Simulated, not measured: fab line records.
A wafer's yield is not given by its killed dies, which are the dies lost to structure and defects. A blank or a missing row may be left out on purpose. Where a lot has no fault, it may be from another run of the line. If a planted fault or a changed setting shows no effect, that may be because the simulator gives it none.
Which tool did it?    flow gf180mcu    12 lots, 36 wafers sampled, at 4 steps of a route of 602

== WHAT EACH GAUGE READ, for each wafer ==
GF_V3_THK_MEAS_25: measures by xrf. Usual: for V3_W_THK the level is 332 nm and the standard deviation is 5.5.
lot   measured      on             V3_W_THK (nm)  flag
L598  day 22 14:20  film metro-04  339 335 334    
L601  day 23 13:49  film metro-02  318 318 317    
L602  day 24 03:46  film metro-04  334 336 330    
L603  day 24 05:58  film metro-04  331 329 325    
L604  day 24 16:57  film metro-02  328 329 331    
L606  day 25 03:28  film metro-02  322 325 322    
L608  day 26 03:04  film metro-04  332 330 329    
L609  day 26 09:40  film metro-02  331 325 330    
L616  day 28 11:43  film metro-02  326 324 331    
L619  day 29 05:23  film metro-04  336 336 339    
L620  day 29 12:24  film metro-04  334 337 336    
L621  day 29 22:28  film metro-04  333 336 329    

GF_V4_CD_MEAS_14: the cd target is 260 nm. Usual: cd nm at 259.6 nm, with a standard deviation of 1.3.
lot   measured      on         cd nm (nm)                           flag
L598  day 24 12:56  cd sem-01  261.7 261.3 260.5                    
L601  day 25 10:53  cd sem-01  258.2 258.7 258.0                    
L602  day 26 00:51  cd sem-02  261.0 258.6 260.9                    
L603  day 26 02:33  cd sem-02  258.9 259.7 259.5                    
L604  day 26 13:09  cd sem-01  259.8 258.7 259.4                    
L606  day 26 22:52  cd sem-02  259.8 258.9 259.7                    
L608  day 27 22:19  cd sem-01  259.4 259.7 258.3                    
L609  day 28 04:30  cd sem-01  261.7 262.2 261.3                    
L616  day 30 04:18  cd sem-02  239.9 240.5 239.0 240.4 240.6 239.1  OFF
L619  day 30 20:52  cd sem-02  245.3 246.0 244.9 245.4 246.1 244.3  OFF
L620  day 31 02:18  cd sem-01  258.2 257.5 257.7                    
L621  day 31 11:42  cd sem-01  261.5 260.3 261.7                    

== EACH LOT AND THE TOOL THAT RAN IT (in order: tool; ch and the chambers of the sampled wafers; start) ==
lot   GF_M4_SPUTTER_03              GF_V4_EXPOSE_11
L598  pvd sputter-03, day 22 14:51  krf scanner-01 ch 0, day 24 02:13
L601  pvd sputter-02, day 23 14:20  krf scanner-02 ch 0, day 25 00:50
L602  pvd sputter-04, day 24 04:17  krf scanner-02 ch 0, day 25 14:29
L603  pvd sputter-04, day 24 06:29  krf scanner-01 ch 0, day 25 16:16
L604  pvd sputter-04, day 24 17:26  krf scanner-01 ch 0, day 26 03:07
L606  pvd sputter-03, day 25 03:59  krf scanner-01 ch 0, day 26 12:35
L608  pvd sputter-04, day 26 03:34  krf scanner-01 ch 0, day 27 11:59
L609  pvd sputter-02, day 26 10:11  krf scanner-01 ch 0, day 27 18:11
L616  pvd sputter-03, day 28 12:14  krf scanner-01 ch 0, day 29 18:45
L619  pvd sputter-02, day 29 05:55  krf scanner-01 ch 0, day 30 11:55
L620  pvd sputter-03, day 29 12:55  krf scanner-02 ch 0, day 30 17:38
L621  pvd sputter-03, day 29 22:59  krf scanner-02 ch 0, day 31 03:17
- GF_M4_SPUTTER_03: material Ti, target thk 10 nm, time 6.7 s.
- GF_V4_EXPOSE_11: exposes mask Via4, target cd 260 nm.

== AS READ BY THE TOOLS THEMSELVES (means over the sampled wafers that have a number; for cases with no such wafer, the mark the record gives instead) ==
GF_M4_SPUTTER_03. Usual: throttle valve pct at 30.1 %, with a standard deviation of 0.8.
lot   tool            throttle valve pct (%)  flag
L598  pvd sputter-03  30.1                    
L601  pvd sputter-02  30.5                    
L602  pvd sputter-04  29.3                    
L603  pvd sputter-04  29.6                    
L604  pvd sputter-04  29.5                    
L606  pvd sputter-03  30.0                    
L608  pvd sputter-04  29.4                    
L609  pvd sputter-02  30.8                    
L616  pvd sputter-03  29.9                    
L619  pvd sputter-02  31.0                    
L620  pvd sputter-03  29.8                    
L621  pvd sputter-03  30.1                    

GF_V4_EXPOSE_11. Usual: exposure dose mJ cm2 37.82, standard deviation 0.036; stage vel mm s 499.98 mm/s, standard deviation 0.26.
lot   tool            exposure dose mJ cm2  stage vel mm s (mm/s)  flag
L598  krf scanner-01  37.84                 499.73                 
L601  krf scanner-02  37.83                 499.91                 
L602  krf scanner-02  37.77                 499.88                 
L603  krf scanner-01  37.77                 500.03                 
L604  krf scanner-01  37.87                 500.14                 
L606  krf scanner-01  37.79                 499.50                 
L608  krf scanner-01  37.85                 499.79                 
L609  krf scanner-01  37.81                 500.05                 
L616  krf scanner-01  33.28                 500.00                 OFF
L619  krf scanner-01  34.20                 500.31                 OFF
L620  krf scanner-02  37.80                 500.24                 
L621  krf scanner-02  37.84                 500.33                 

== THE ANSWER, worked out from the rows above alone ==
Rule: a lot is off if the mean of its wafers that have a number lies more than 3 standard deviations from the usual mean. A lot without any number at a reading at which 4 lots or more have one is off too. The other lots that the step has rows for count as sound. The gauges are gone through in route order, then the tools' own readings, and for those a lot's mean is taken as printed above. At the first step where some lot is off, the reading lying furthest off is the one used; lots without a number count as furthest.
Off: L616, L619 (GF_V4_CD_MEAS_14, cd nm).
If a tool, at a process step before that reading, ran all the lots that are off and no sound lot after the first of them, it fits. The gauges at GF_V4_CD_MEAS_14 aren't tried: what is off there is off at GF_V4_EXPOSE_11 too, on other tools, and a gauge's error can't cause that. One fits: GF_V4_EXPOSE_11 on krf scanner-01. Its last sound lot is L609 (day 27 18:11), its first lot that is off L616 (day 29 18:45): a fault that began between those two fits.
The tool's own readings at GF_V4_EXPOSE_11 bear it out: on the lots that are off they differ by more than 5 times the standard deviation of the sound lots' means. exposure dose mJ cm2 reads 33.74 there against 37.82 on the sound lots.

== WHAT WAS PUT IN BY THE SIMULATOR ==
Process parameters drifting: krf scanner-01 at GF_V4_EXPOSE_11, beginning at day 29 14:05. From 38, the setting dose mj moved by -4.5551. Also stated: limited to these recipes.
Shown lots that were struck: L616, L619. The rule above found the same.
